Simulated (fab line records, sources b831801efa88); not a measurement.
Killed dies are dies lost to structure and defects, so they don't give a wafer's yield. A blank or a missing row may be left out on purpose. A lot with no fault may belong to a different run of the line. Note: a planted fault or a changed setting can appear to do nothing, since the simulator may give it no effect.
fab line records    flow gf180mcu
record lots=14  wafers=42  last_day=34
route steps=602 shown V2@408 M4@457 V4@487
lots that met no fault: taken from a fault-free run of the same line
start_h: hours from the record's opening day to when the first of the lot's shown wafers began    wait_h: hours since the lot's step before    " as in the row above    L1.1+2: a single row standing in for several wafers    - no value, or no start given    * or withheld: withheld    < > ~ a bound
route shown NAME@n: a module of which the file shows steps, and the number in the route of the first    usual: average and standard deviation across the fault-free wafers    same: alike in all rows    chamber/n: place in a boat    sites: readings site by site    _std_site: how widely they spread, as a standard deviation    _edge_site: the outer-site mean with the inner-site mean subtracted    radius_mm: for every site, how far away it sits from the centre of the wafer    mask NAME#n: copy n    behind: the tool/chamber that last shaped the wafer    hold: what put the lot on hold/how long, in hours/how the hold closed    device: transistor that didn't switch, given as n, p or np    end of line: tests of these same wafers at the route's end    a step with no rows: only its recipe    killed: dies that structure and defects cost at the first sort, which is not the same as the wafer's yield    map: shows each die of a wafer: x if killed, . if not, _ if none is there
set.NAME: setting as actually run; set.NAME@STEP: the setting as run at that earlier step    model.NAME: the simulator's own value behind a step, which no gauge read
steps of the route over a sample of lots; a table a step, a row a wafer
services: from which hour (start_h, from the record's first day; less than 0 if before it) a tool's chamber was out of use, for how many hours, and why
## steps
# step GF_V2_CMP_26
# recipe stop_on=SiO2  down_force_psi=3.5  platen_rpm=60  t_overpolish_s=15  target_thk_nm=0  pad_velocity_m_s=0.94248
# usual motor_current_A=10.5/0.68  overpolish_run_s=14.999/0.0081  time_to_endpoint_s=85/3.9
# same t_overpolish_s=15
lot.wafer  tool    chamber  start_h  wait_h  motor_current_A  overpolish_run_s  time_to_endpoint_s
L153.3     cmp-01  3        465.45   0.2     11.0             14.997            86
L153.5     "       0        "        "       11.9             14.989            81
L153.6     "       1        "        "       9.8              14.993            89
L155.4     cmp-02  3        490.83   0.1     9.9              15.007            85
L155.3     "       1        "        "       11.3             15.000            93
L155.5     "       2        "        "       10.2             14.983            89
L156.2     cmp-02  2        501.35   0.1     10.2             15.004            86
L156.3     "       0        "        "       9.9              15.008            87
L156.6     "       1        "        "       10.1             14.992            93
L158.1     cmp-01  3        521.16   0.1     11.0             14.996            83
L158.3     "       1        "        "       10.2             14.999            84
L158.4     "       2        "        "       10.9             15.007            79
L160.3     cmp-02  1        544.10   0.1     10.4             15.005            90
L160.1     "       3        "        "       9.4              14.983            87
L160.6     "       1        "        "       10.5             15.002            91
L162.2     cmp-01  3        559.47   0.1     10.3             14.991            81
L162.4     "       0        "        "       12.6             14.994            86
L162.6     "       2        "        "       10.9             14.991            82
L167.1     cmp-01  0        592.52   0.1     12.2             14.997            85
L167.3     "       2        "        "       11.6             14.992            85
L167.5     "       0        "        "       12.2             15.001            85
L168.2     cmp-01  2        600.95   0.0     10.8             15.002            80
L168.5     "       2        "        "       11.0             14.987            82
L168.6     "       3        "        "       10.3             15.019            87
L170.4     cmp-02  2        612.66   0.1     10.8             14.989            81
L170.2     "       3        "        "       10.2             14.995            80
L170.1     "       0        "        "       10.3             14.990            83
L172.2     cmp-01  3        624.43   0.1     10.5             15.011            83
L172.5     "       1        "        "       9.8              14.992            87
L172.6     "       2        "        "       11.2             14.982            83
L173.4     cmp-02  0        633.95   0.1     10.1             15.007            81
L173.2     "       1        "        "       10.3             14.993            87
L173.5     "       0        "        "       10.0             15.007            83
L174.2     cmp-02  0        642.22   0.0     9.9              14.997            83
L174.3     "       1        "        "       10.4             15.004            85
L174.1     "       2        "        "       11.5             15.000            82
L175.2     cmp-02  1        648.46   0.0     11.0             14.991            87
L175.3     "       3        "        "       10.0             15.006            83
L175.1     "       0        "        "       10.8             14.997            86
L176.1     cmp-01  2        651.69   0.1     10.8             15.003            84
L176.4     "       3        "        "       10.4             15.014            88
L176.6     "       3        "        "       10.4             14.995            88
# step GF_M4_SPUTTER_01
# recipe material=TiN  target_thk_nm=30  power_w=6500  time_s=25  chamber_pressure_pa=0.4
# usual throttle_valve_pct=29.8/0.79
# same time_s=25
lot.wafer  tool            chamber  start_h  wait_h  throttle_valve_pct
L153.3     pvd_sputter-03  -        517.17   0.1     30.2
L153.5     "               -        "        "       30.5
L153.6     "               -        "        "       31.4
L155.3     pvd_sputter-03  -        540.90   0.1     30.6
L155.4     "               -        "        "       31.5
L155.5     "               -        "        "       29.0
L156.2     pvd_sputter-03  -        551.32   0.1     29.9
L156.3     "               -        "        "       29.1
L156.6     "               -        "        "       30.0
L158.1     pvd_sputter-02  -        569.63   0.1     29.9
L158.3     "               -        "        "       28.7
L158.4     "               -        "        "       28.9
L160.1     pvd_sputter-04  -        590.94   0.1     30.1
L160.3     "               -        "        "       29.6
L160.6     "               -        "        "       30.0
L162.2     pvd_sputter-02  -        606.54   0.1     28.7
L162.4     "               -        "        "       29.2
L162.6     "               -        "        "       28.8
L167.1     pvd_sputter-04  -        637.48   0.1     29.5
L167.3     "               -        "        "       30.1
L167.5     "               -        "        "       30.2
L168.2     pvd_sputter-03  -        645.74   0.1     29.0
L168.5     "               -        "        "       28.7
L168.6     "               -        "        "       31.5
L170.1     pvd_sputter-04  -        656.64   0.1     30.1
L170.2     "               -        "        "       30.0
L170.4     "               -        "        "       30.1
L172.2     pvd_sputter-04  -        669.53   0.1     29.6
L172.5     "               -        "        "       30.0
L172.6     "               -        "        "       30.0
L173.2     pvd_sputter-04  -        675.83   0.1     29.9
L173.4     "               -        "        "       29.9
L173.5     "               -        "        "       29.9
L174.1     pvd_sputter-03  -        684.88   0.1     30.3
L174.2     "               -        "        "       28.8
L174.3     "               -        "        "       30.2
L175.1     pvd_sputter-02  -        690.69   0.1     29.4
L175.2     "               -        "        "       28.7
L175.3     "               -        "        "       29.7
L176.1     pvd_sputter-03  -        693.03   0.1     30.0
L176.4     "               -        "        "       30.4
L176.6     "               -        "        "       29.2
# step GF_V4_EXPOSE_11
# recipe mask_id=Via4  target_cd_nm=260  na=0.68  source_shape=conventional  sigma_outer=0.6  dose_mj=38
# usual exposure_dose_mJ_cm2=37.94/0.039  focus_offset_nm=0.0/0.55
lot.wafer  tool            chamber  start_h  wait_h  mask    exposure_dose_mJ_cm2  focus_offset_nm
L153.3     krf_scanner-01  0        553.46   -       Via4#0  37.96                 -0.1
L153.5     "               0        "        "       Via4#0  37.96                 -0.1
L153.6     "               0        "        "       Via4#0  37.93                 0.1
L155.3     krf_scanner-01  0        575.63   -       Via4#0  37.99                 -0.8
L155.4     "               0        "        "       Via4#0  37.97                 -0.2
L155.5     "               0        "        "       Via4#0  37.99                 0.3
L156.2     krf_scanner-02  0        586.19   -       Via4#0  37.97                 -0.8
L156.3     "               0        "        "       Via4#0  37.93                 0.4
L156.6     "               0        "        "       Via4#0  37.95                 -0.3
L158.1     krf_scanner-01  0        603.47   -       Via4#0  37.94                 0.3
L158.3     "               0        "        "       Via4#0  37.91                 0.8
L158.4     "               0        "        "       Via4#0  37.91                 0.8
L160.1     krf_scanner-01  0        623.60   -       Via4#0  37.91                 -0.4
L160.3     "               0        "        "       Via4#0  37.97                 0.3
L160.6     "               0        "        "       Via4#0  37.88                 -0.3
L162.2     krf_scanner-02  0        638.96   -       Via4#0  37.97                 -0.4
L162.4     "               0        "        "       Via4#0  38.00                 -0.4
L162.6     "               0        "        "       Via4#0  37.95                 -1.1
L167.1     krf_scanner-02  -        668.83   -       Via4#0  -                     -
L167.3     "               -        "        "       Via4#0  -                     -
L167.5     "               -        "        "       Via4#0  -                     -
L168.2     krf_scanner-02  -        676.18   -       Via4#0  -                     -
L168.5     "               -        "        "       Via4#0  -                     -
L168.6     "               -        "        "       Via4#0  -                     -
L170.1     krf_scanner-02  0        687.11   -       Via4#0  37.96                 -0.6
L170.2     "               0        "        "       Via4#0  37.94                 0.5
L170.4     "               0        "        "       Via4#0  37.98                 -0.1
L172.2     krf_scanner-01  0        699.91   -       Via4#0  37.87                 -0.1
L172.5     "               0        "        "       Via4#0  37.87                 0.3
L172.6     "               0        "        "       Via4#0  37.93                 -0.5
L173.2     krf_scanner-02  0        706.10   -       Via4#0  37.95                 -1.0
L173.4     "               0        "        "       Via4#0  37.97                 -0.5
L173.5     "               0        "        "       Via4#0  37.95                 0.1
L174.1     krf_scanner-02  0        714.56   -       Via4#0  37.97                 0.9
L174.2     "               0        "        "       Via4#0  37.99                 0.8
L174.3     "               0        "        "       Via4#0  37.96                 0.7
L175.1     krf_scanner-02  0        720.16   -       Via4#0  37.97                 -0.6
L175.2     "               0        "        "       Via4#0  37.88                 -0.7
L175.3     "               0        "        "       Via4#0  37.95                 0.5
L176.1     krf_scanner-02  0        722.71   -       Via4#0  37.92                 0.5
L176.4     "               0        "        "       Via4#0  37.95                 1.0
L176.6     "               0        "        "       Via4#0  37.92                 0.7
# step GF_V4_CD_MEAS_14
# recipe target_cd_nm=260
# usual cd_nm=260.1/1.2
lot.wafer  tool       chamber  start_h  wait_h  cd_nm
L153.3     cd_sem-02  -        565.08   0.1     261.8
L153.5     "          -        "        "       260.4
L153.6     "          -        "        "       260.5
L155.3     cd_sem-01  -        586.33   0.1     261.3
L155.4     "          -        "        "       260.2
L155.5     "          -        "        "       260.7
L156.2     cd_sem-02  -        596.53   0.1     260.1
L156.3     "          -        "        "       260.1
L156.6     "          -        "        "       260.2
L158.1     cd_sem-01  -        613.65   0.1     262.1
L158.3     "          -        "        "       262.3
L158.4     "          -        "        "       262.7
L160.1     cd_sem-01  -        634.04   0.1     258.7
L160.3     "          -        "        "       260.8
L160.6     "          -        "        "       260.4
L162.2     cd_sem-01  -        648.86   0.1     258.5
L162.4     "          -        "        "       257.6
L162.6     "          -        "        "       258.8
L167.1     cd_sem-02  -        677.88   0.1     -
L167.3     "          -        "        "       -
L167.5     "          -        "        "       -
L168.2     cd_sem-01  -        685.73   0.1     -
L168.5     "          -        "        "       -
L168.6     "          -        "        "       -
L170.1     cd_sem-01  -        696.46   0.1     259.1
L170.2     "          -        "        "       257.3
L170.4     "          -        "        "       258.6
L172.2     cd_sem-02  -        709.46   0.1     261.1
L172.5     "          -        "        "       261.7
L172.6     "          -        "        "       261.7
L173.2     cd_sem-01  -        715.53   0.1     258.4
L173.4     "          -        "        "       259.8
L173.5     "          -        "        "       259.7
L174.1     cd_sem-02  -        723.78   0.1     258.4
L174.2     "          -        "        "       260.0
L174.3     "          -        "        "       259.9
L175.1     cd_sem-01  -        728.93   0.2     261.5
L175.2     "          -        "        "       263.2
L175.3     "          -        "        "       261.8
L176.1     cd_sem-01  -        731.73   0.1     260.9
L176.4     "          -        "        "       262.2
L176.6     "          -        "        "       261.7
## services
tool            chamber  start_h  hours  kind
krf_scanner-02  -        447.75   3.6    pm
cmp-01          -        448.24   4.1    pm
pvd_sputter-03  -        459.16   3.8    repair
cmp-01          -        463.14   1.3    repair
cmp-02          -        464.34   3.3    repair
cmp-02          -        473.06   5.7    repair
krf_scanner-02  -        477.70   1.3    pm
krf_scanner-01  -        489.62   0.4    repair
pvd_sputter-03  -        495.60   1.7    repair
krf_scanner-01  -        505.31   0.8    pm
cmp-02          -        515.43   0.6    repair
krf_scanner-01  -        536.94   1.3    pm
krf_scanner-02  -        539.78   0.8    pm
krf_scanner-01  -        561.70   1.0    pm
krf_scanner-02  -        563.14   1.0    pm
cmp-01          -        572.26   0.3    repair
cmp-02          -        572.51   4.0    pm
cmp-01          -        586.73   2.3    repair
krf_scanner-02  -        602.03   10.1   repair
cmp-02          -        636.89   0.7    repair
krf_scanner-02  -        653.60   1.3    pm
cmp-02          -        654.53   6.6    pm
cmp-01          -        676.18   0.7    repair
krf_scanner-02  -        708.58   0.8    pm
## key
first_sign step=GF_V4_EXPOSE_11  reading=tool_record  direction=missing
effect none on later readings
met_at GF_V4_EXPOSE_11
struck_lots L167,L168
later_rows_left_out L167.1,L167.3,L167.5,L168.2,L168.5,L168.6
sort_left_out L167.1,L167.3,L167.5,L168.2,L168.5,L168.6
not_acting_at GF_V2_CMP_26,GF_M4_SPUTTER_01,GF_V4_CD_MEAS_14
onset_between 638.96 668.83
fault kind=skipped_step_whole  tool=krf_scanner-02  chamber=-  onset_h=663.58  steps=GF_V4_EXPOSE_11  scope=struck_lots_only
# sort_left_out: the simulated sort isn't trusted on such a fault, so these wafers' sort isn't shown, and their yield isn't known
# later_rows_left_out: the simulator's readings of these wafers behind a module that went badly wrong aren't trusted and aren't shown, but for the sort
